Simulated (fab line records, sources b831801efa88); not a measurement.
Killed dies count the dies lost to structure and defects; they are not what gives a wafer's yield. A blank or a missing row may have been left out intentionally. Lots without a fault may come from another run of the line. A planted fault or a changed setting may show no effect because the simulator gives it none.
2 desks looking at one fault ; flow gf180mcu ; only its own numbers are on each desk; what lay behind them is given at the end

AT THE METROLOGY DESK
What the gauges read for every lot (on any tool): the sampled wafers with a number, averaged. A lot is out of limits, marked OUT, if its mean lies more than 4 standard deviations from the usual mean; the brackets give that distance.
Columns: A = M4_OVL at GF_M4_OVL_MEAS_15, usual 1 nm
lot;first seen here;A
L950;day 23 11:59;1
L953;day 24 16:15;-0
L954;day 24 23:24;-8
L955;day 25 07:06;0
L957;day 26 07:47;2
L959;day 26 19:37;4
L960;day 26 23:43;2
L962;day 27 12:36;2
L969;day 29 18:15;10
L970;day 29 21:08;0
L972;day 30 08:45;1
L971;day 30 12:04;4
L973;day 30 17:24;-8
Finding of this desk: none of the 13 lots has anything out of limits.

TOOL OWNER'S DESK, cmp-02
The tool's own readings at GF_V3_CMP_26 (polishes, stops on SiO2, t overpolish 15 s, target thk 0 nm): means of the sampled wafers that have a number, for each lot that ran on this tool. A lot is out of limits, marked OUT, if its mean lies more than 4 standard deviations from the usual mean; the brackets give that distance.
Columns: A = motorCurrentA at GF_V3_CMP_26, usual 10.8 A; B = overpolishRunS at GF_V3_CMP_26, usual 15.000 s; C = timeToEndpointS at GF_V3_CMP_26, usual 85 s
lot;first seen here;A;B;C
L953;day 23 18:04;9.9;15.007;86
L955;day 24 08:30;11.2;15.011;86
L957;day 25 10:32;10.1;15.004;88
L959;day 25 22:40;10.6;16.052 (+99 or more) OUT;89
L960;day 26 02:20;10.4;16.039 (+99 or more) OUT;87
L970;day 29 02:01;11.2;15.002;85
L971;day 29 17:11;10.9;15.005;91
L973;day 29 22:40;10.8;15.002;88
This desk's finding: out of limits on L959, L960; first on L959, day 25 22:40 (overpolishRunS at GF_V3_CMP_26). L953, L955, L957, L970, L971, L973: within limits.

PUT TOGETHER
On L959, L960, at day 25 22:40, an alarm was possible from the tool owner's desk.
The metrology desk saw nothing out of limits.
The metrology desk holds a record of L959, L960, inside its limits.
All the named lots went through GF_V3_CMP_26 on cmp-02.

WHAT THE SIMULATOR HAD INSERTED
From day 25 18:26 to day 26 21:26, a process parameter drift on cmp-02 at GF_V3_CMP_26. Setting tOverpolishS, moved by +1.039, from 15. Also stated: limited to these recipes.
Shown lots that were struck: L959, L960.
Time in hours from fault onset to the first out-of-limits reading at each desk: the tool owner's desk, 4.
